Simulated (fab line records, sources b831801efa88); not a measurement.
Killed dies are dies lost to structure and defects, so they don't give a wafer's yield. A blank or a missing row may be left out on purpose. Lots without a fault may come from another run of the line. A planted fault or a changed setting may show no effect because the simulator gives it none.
One fault seen from 2 desks | flow sky130 | each desk has only its own numbers; what lay behind them comes last

THE TOOL OWNER'S DESK: pvd_sputter-03
The tool's own readings at SKY_CAP2M_SPUTTER_02 (material TiN, target thk 200 nm, time 166.7 s): means of the sampled wafers that have a number, for each lot that ran on this tool. A lot is out of limits, marked OUT, if its mean lies more than 4 standard deviations from the usual mean; the brackets give that distance.
Columns: A = cathode_dc_power_W at SKY_CAP2M_SPUTTER_02, usual 6500.1 W; B = chamber_pressure_pa at SKY_CAP2M_SPUTTER_02, usual 0.4001 Pa; C = throttle_valve_pct at SKY_CAP2M_SPUTTER_02, usual 29.9 %
lot  | first seen here | A      | B      | C
L547 | day 41 09:08    | 6500.1 | 0.3999 | 30.7
L555 | day 43 10:10    | 6499.2 | 0.3998 | 30.5
L563 | day 45 21:08    | 6500.2 | 0.4007 | 31.3
This desk's finding: nothing out of limits on any of the 3 lots.

THE METROLOGY DESK
What the gauges read, lot by lot, whatever tool the lot ran on: means of the sampled wafers that have a number. A lot is out of limits, marked OUT, if its mean lies more than 4 standard deviations from the usual mean; the brackets give that distance.
Columns: A = CAP2M_TIN_RS at SKY_CAP2M_RS_MEAS_03, usual 6.92 ohm/sq; B = CAP2M_TIN_THK at SKY_CAP2M_THK_MEAS_04, usual 196.9 nm; C = cd_nm at SKY_METAL4_CD_MEAS_13, usual 300.0 nm
lot  | first seen here | A    | B     | C
L544 | day 40 11:40    | 6.86 | 198.3 | 299.4
L546 | day 41 00:13    | 6.96 | 194.9 | 297.8
L547 | day 41 09:16    | 6.86 | 198.4 | 298.6
L548 | day 41 17:55    | 6.92 | 197.1 | 300.6
L552 | day 42 17:43    | 6.96 | 194.9 | 297.6
L555 | day 43 10:19    | 6.86 | 198.8 | 301.1
L556 | day 43 23:51    | 6.94 | 196.5 | 298.6
L557 | day 44 03:34    | 6.93 | 196.5 | 301.3
L563 | day 45 21:16    | 7.01 | 192.8 | 299.2
This desk's finding: nothing out of limits on any of the 9 lots.

PUT TOGETHER
The tool owner's desk saw nothing out of limits.
The metrology desk saw nothing out of limits.

WHAT THE SIMULATOR HAD PUT IN
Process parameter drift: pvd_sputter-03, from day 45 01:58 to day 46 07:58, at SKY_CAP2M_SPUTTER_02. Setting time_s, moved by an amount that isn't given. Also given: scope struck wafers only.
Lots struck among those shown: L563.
